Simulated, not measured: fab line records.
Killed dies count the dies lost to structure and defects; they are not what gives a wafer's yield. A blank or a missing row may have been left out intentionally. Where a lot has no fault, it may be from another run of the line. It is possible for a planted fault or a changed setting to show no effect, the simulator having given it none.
Chamber matching -- flow sky130 -- pecvd-01 running SKY_PASSIVATION_CVD_02: 3 sister chambers
The step deposits Si3N4, target thk 540 nm. 5 wafers are shown with their chamber, then 7 later ones without.

== WAFERS, EACH WITH ITS CHAMBER ==
wafer,chamber,heaterPowerW (W)
L574.6,1,826
L589.2,0,695
L589.5,2,589
L590.2,0,801
L590.4,2,612

== WAFERS WITHOUT THEIR CHAMBER ==
wafer,heaterPowerW (W)
L590.5,797
L594.2,815
L594.3,924
L594.6,598
L595.1,804
L595.3,778
L595.6,813

== WHICH CHAMBER EACH ONE RAN IN ==
wafer,from the rows above,in truth
L590.5,can't be placed: 1 or 0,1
L594.2,can't be placed: 1 or 0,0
L594.3,can't be placed: 1 or 0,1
L594.6,2,2
L595.1,can't be placed: 1 or 0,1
L595.3,can't be placed: 0 or 1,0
L595.6,can't be placed: 1 or 0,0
Correct placement for 1 of the 7. Not placeable from these rows: 6 (in 6, the candidates include the true chamber). Wrongly placed: 0.
How it was worked out, from the rows above alone: a wafer's distance from a chamber is the root of the sum, over the readings, of the square of ((its reading less the chamber's mean) divided by the reading's scatter). The wafer belongs to the nearest chamber; if the next one is less than 2 further off, it can't be placed. The mean given for a chamber averages the wafers shown for that chamber. The scatter is the square root of a quotient: the sum, over the shown wafers, of each reading's squared deviation from its chamber's mean, divided by wafers minus chambers.
